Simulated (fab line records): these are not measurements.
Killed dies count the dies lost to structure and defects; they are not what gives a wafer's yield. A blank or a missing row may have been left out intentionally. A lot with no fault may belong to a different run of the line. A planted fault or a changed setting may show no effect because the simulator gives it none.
Lot-split experiment    flow sfq-line    23 wafers read from 5 lots, route of 325 steps

## THE SPLIT ITSELF
At SFQ_TRILAYER_I0_VIA_LITHO_COAT_031 (resist thk 650 nm), the setting spin-rpm was moved away from the recipe's 3000 rpm on 7 of the 23 wafers read, by -5.9% to +3.8%. The other wafers ran this setting at the recipe's value.

## FROM THE SPLIT TO THE READING: what the file shows between them, 3 steps
- SFQ_TRILAYER_I0_VIA_LITHO_SOFTBAKE_035
- SFQ_TRILAYER_I0_VIA_LITHO_EXPOSE_032: exposes mask I0, target cd 500 nm
- SFQ_TRILAYER_I0_VIA_LITHO_DEVELOP_033: time 60 s

## THE READING
KrF_of_TRILAYER_I0_VIA_LITHO_COAT_031.thk-nm (the simulator's own value, which no gauge read), in nm, at SFQ_TRILAYER_I0_VIA_BARC_OPEN_VIA_ETCH_046 (etches BARC in O2, target depth 125 nm, time 41.7 s). There is no usual value for it anywhere in the file. Here, 16 wafers ran the recipe; their average is 574.4 nm with a standard deviation of 1.6 nm.

wafer   tool, chamber at the split  spin-rpm as run, rpm  against the recipe  KrF_of_TRILAYER_I0_VIA_LITHO_COAT_031.thk-nm, nm  against lot-mates on the recipe
L074.1  litho-track-01, 0           3000                  recipe              576                                               -
L074.2  litho-track-01, 0           2941                  -2.0%               582.5                                             +8.4
L074.3  litho-track-01, 0           3000                  recipe              573.7                                             -
L074.5  litho-track-01, 0           3000                  recipe              572.7                                             -
L074.6  litho-track-01, 0           2941                  -2.0%               580                                               +5.9
L077.2  litho-track-04, 0           3000                  recipe              576.2                                             -
L077.3  litho-track-04, 0           3000                  recipe              575.3                                             -
L077.4  litho-track-04, 0           3000                  recipe              575.1                                             -
L077.5  litho-track-04, 0           3000                  recipe              573.9                                             -
L077.6  litho-track-04, 0           3000                  recipe              576.3                                             -
L081.1  litho-track-04, 0           2824                  -5.9%               594.3                                             +21.8
L081.2  litho-track-04, 0           2824                  -5.9%               592.9                                             +20.4
L081.3  litho-track-04, 0           2824                  -5.9%               592.5                                             +20.0
L081.4  litho-track-04, 0           3000                  recipe              573.3                                             -
L081.5  litho-track-04, 0           3000                  recipe              571.6                                             -
L082.2  litho-track-04, 0           3000                  recipe              572.5                                             -
L082.3  litho-track-04, 0           3000                  recipe              573.1                                             -
L082.4  litho-track-04, 0           3000                  recipe              574.6                                             -
L085.1  litho-track-03, 0           3000                  recipe              572.4                                             -
L085.2  litho-track-03, 0           3000                  recipe              576.8                                             -
L085.3  litho-track-03, 0           3113                  +3.8%               566                                               -9.2
L085.5  litho-track-03, 0           3113                  +3.8%               563                                               -12.2
L085.6  litho-track-03, 0           3000                  recipe              576.4                                             -

FIT RESULTS
A straight line over all 23 wafers: KrF_of_TRILAYER_I0_VIA_LITHO_COAT_031.thk-nm changes by -3.08 nm for each +1% of spin-rpm; r = -0.98; the points scatter about the line by 1.7 nm.
The same after taking each lot's own level away (the mean of its wafers on the recipe; 23 wafers): -3.37 nm for each +1%; r = -0.99; scatter 1.4 nm.
That fit puts the effect of the largest move of spin-rpm on the reading at 20 nm.
From 572.45 to 575.36 nm: that is the span of the lots' own levels, equal to 1.8 times the standard deviation above.
The two slopes are in agreement: the lot-to-lot level therefore moves the slope only a little.
Check: for one of the wafers moved furthest among these (-5.9%), held out of the fit, the line's prediction against its lot-mates is +19.5 nm. Against them it came out at +21.8 nm.

## OTHER SPLITS APPLIED TO THESE WAFERS
Before the reading, these wafers also passed through other splits. Each is held against what the fit with the lots' levels taken away leaves over:
other split on the same wafers                      wafers away from the commonest value  r with KrF_of_TRILAYER_I0_VIA_LITHO_COAT_031.thk-nm (lot level and that fit taken away)
SFQ_TRILAYER_INCOMING_OXIDATION_002 ox-time-s       18                                    +0.19
SFQ_TRILAYER_L0_LITHO_COAT_005 spin-rpm             7                                     -0.18
SFQ_TRILAYER_L0_LITHO_PEB_008 peb-time-s            9                                     -0.19
SFQ_TRILAYER_M0_DEP_SPUTTER_019 time-s              8                                     -0.17
SFQ_TRILAYER_M0_LITHO_PEB_024 peb-time-s            6                                     -0.11
SFQ_TRILAYER_M0_ETCH_METAL_ETCH_024 pressure-mtorr  18                                    -0.06

## THE WHOLE CHAIN: every reading that the file lists as answering this split, in the file's order
step                                        what it does                                         reading                                                                                        change (the file's fit)               r (the file's)
SFQ_TRILAYER_I0_VIA_LITHO_COAT_031          resist thk 650 nm                                    KrF_of_TRILAYER_I0_VIA_LITHO_COAT_031.thk-nm (the simulator's own value, which no gauge read)  -3.33 nm for each +1% of the setting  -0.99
SFQ_TRILAYER_I0_VIA_BARC_OPEN_VIA_ETCH_046  etches BARC in O2, target depth 125 nm, time 41.7 s  KrF_of_TRILAYER_I0_VIA_LITHO_COAT_031.thk-nm (the simulator's own value, which no gauge read)  -3.35 nm for each +1% of the setting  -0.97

## FILE'S OWN FIT
KrF_of_TRILAYER_I0_VIA_LITHO_COAT_031.thk-nm changes by -3.35 nm for each +1% of spin-rpm, r = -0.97.
